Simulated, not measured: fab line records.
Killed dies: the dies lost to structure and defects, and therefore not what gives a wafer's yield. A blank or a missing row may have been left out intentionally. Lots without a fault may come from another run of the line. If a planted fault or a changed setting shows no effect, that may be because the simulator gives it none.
A struck lot beside a sound one + flow sky130 + 21 out of 708 route steps
Sound: the wafers L649.1, L649.2, L649.3. Struck: wafers L653.1, L653.2, L653.4. At the end, the cause is stated.
Per side, at each step with rows, come the tool, then ch with its chambers, and then its first start. Under that, the readings that differ: sound wafers + struck wafers + difference of the means + sigmas: that difference in standard deviations of wafers without a fault.
alike: same words and numbers on both sides, and readings whose means sit less than 2 such deviations apart. not compared: any withheld reading, any reading some wafer has no value for, any bound like >300 that may hide the same value, and any number with overlapping values for which the record gives no deviation.
The two part at a step that has a row with sigmas, a row that says differs or no value, or rows on one side only. Non-overlapping numbers with no deviation appear without sigmas and do not part them. Lack of a reading on every wafer of one side parts them only where that side has two or more wafers.

first, 5 steps without rows for these wafers: SKY_SD_P_COAT_02 (resist thk 1140 nm); SKY_SD_P_SOFTBAKE_03 (time 60 s); SKY_SD_P_EXPOSE_04 (exposes mask PSDM, target cd 380 nm); SKY_SD_P_PEB_05; SKY_SD_P_DEVELOP_06 (develop time 60 s).
SKY_SD_P_CD_MEAS_07: target cd 380 nm.
  sound on cdSem-01, day 27 09:47; struck on cdSem-01, day 28 19:37
  alike: cdNm
SKY_SD_P_OVL_MEAS_08:
  sound on overlay-02, day 27 09:55; struck on overlay-02, day 28 19:44
  alike: SD_P_OVL
next, for these wafers, 1 step has no rows: SKY_SD_P_IMPLANT_09.
SKY_SD_P_STRIP_10: strips in O2/N2.
  sound on plasmaAsher-02 ch 0,1, day 27 10:07; struck on plasmaAsher-04 ch 0,1, day 28 19:55
  alike: drypumpMotorCurrentA, oesProductAu, stripTimeToEndpointS
  not compared: rfHoursCounterH
SKY_SD_P_TW_MEAS_11:
  sound on filmMetro-04, day 27 10:13; struck on filmMetro-04, day 28 20:01
  alike: SD_P_TW
then, 2 steps without rows for these wafers: SKY_RES_XHIGH_DEHYDRATE_00 (time 60 s); SKY_RES_XHIGH_HMDS_01 (prime time 60 s).
SKY_RES_XHIGH_COAT_02: resist thk 1140 nm.
  sound on lithoTrack-03 ch 0, day 28 00:21; struck on lithoTrack-01 ch 0, day 29 10:02
| reading                                       | sound          | struck          | difference | sigmas |
|-----------------------------------------------|----------------|-----------------|------------|--------|
| model.NOVOLAK_of_RES_XHIGH_COAT_02.thkNm (nm) | 1140 1143 1143 | 644.1 646 645.5 | -496.8     |        |
  alike: dispensePressureKPa, exhaustPa
then, 3 steps without rows for these wafers: SKY_RES_XHIGH_SOFTBAKE_03 (time 60 s); SKY_RES_XHIGH_EXPOSE_04 (exposes mask URPM, target cd 1270 nm); SKY_RES_XHIGH_PEB_05.
SKY_RES_XHIGH_DEVELOP_06: develop time 60 s.
  sound on lithoTrack-01 ch 0, day 28 14:41; struck on lithoTrack-01 ch 0, day 30 00:05
| reading                                       | sound          | struck            | difference | sigmas |
|-----------------------------------------------|----------------|-------------------|------------|--------|
| exhaustPa (Pa)                                | 44.0 44.2 43.1 | 46.0 45.7 45.6    | +2.0       | +2     |
| model.NOVOLAK_of_RES_XHIGH_COAT_02.thkNm (nm) | 1139 1142 1142 | 643.7 645.5 645.1 | -496.2     |        |
next, for these wafers, 1 step has no rows: SKY_RES_XHIGH_IMPLANT_07.
SKY_RES_XHIGH_STRIP_08: strips in O2/N2.
  sound on plasmaAsher-02 ch 0,1, day 28 14:59; struck on plasmaAsher-01 ch 0,1, day 30 00:23
| reading                  | sound             | struck            | difference | sigmas      |
|--------------------------|-------------------|-------------------|------------|-------------|
| oesProductAu (a.u.)      | 0.710 0.704 0.707 | 0.580 0.585 0.581 | -0.125     | -31         |
| stripTimeToEndpointS (s) | 14.27 14.31 14.31 | 8.54 8.55 8.55    | -5.75      | -99 or more |
  alike: drypumpMotorCurrentA
  not compared: rfHoursCounterH
SKY_RES_XHIGH_TW_MEAS_09:
  sound on filmMetro-01, day 28 15:05; struck on filmMetro-01, day 30 00:29
  alike: RES_XHIGH_TW
-- record jumps: 18 days separate the struck wafers' starts on either side; left off in module RES_XHIGH, taken up again in module PAD_OPEN, whose first shown step is the route's number 708 --
SKY_PAD_OPEN_PROBE_99:
  the record has rows for the struck wafers here (prober-01, day 48 00:13) and none for the sound ones

## WHERE THEY PART
At SKY_RES_XHIGH_DEVELOP_06 first; at SKY_PAD_OPEN_PROBE_99 last (within this record only).

WHY: what had been put in by the simulator
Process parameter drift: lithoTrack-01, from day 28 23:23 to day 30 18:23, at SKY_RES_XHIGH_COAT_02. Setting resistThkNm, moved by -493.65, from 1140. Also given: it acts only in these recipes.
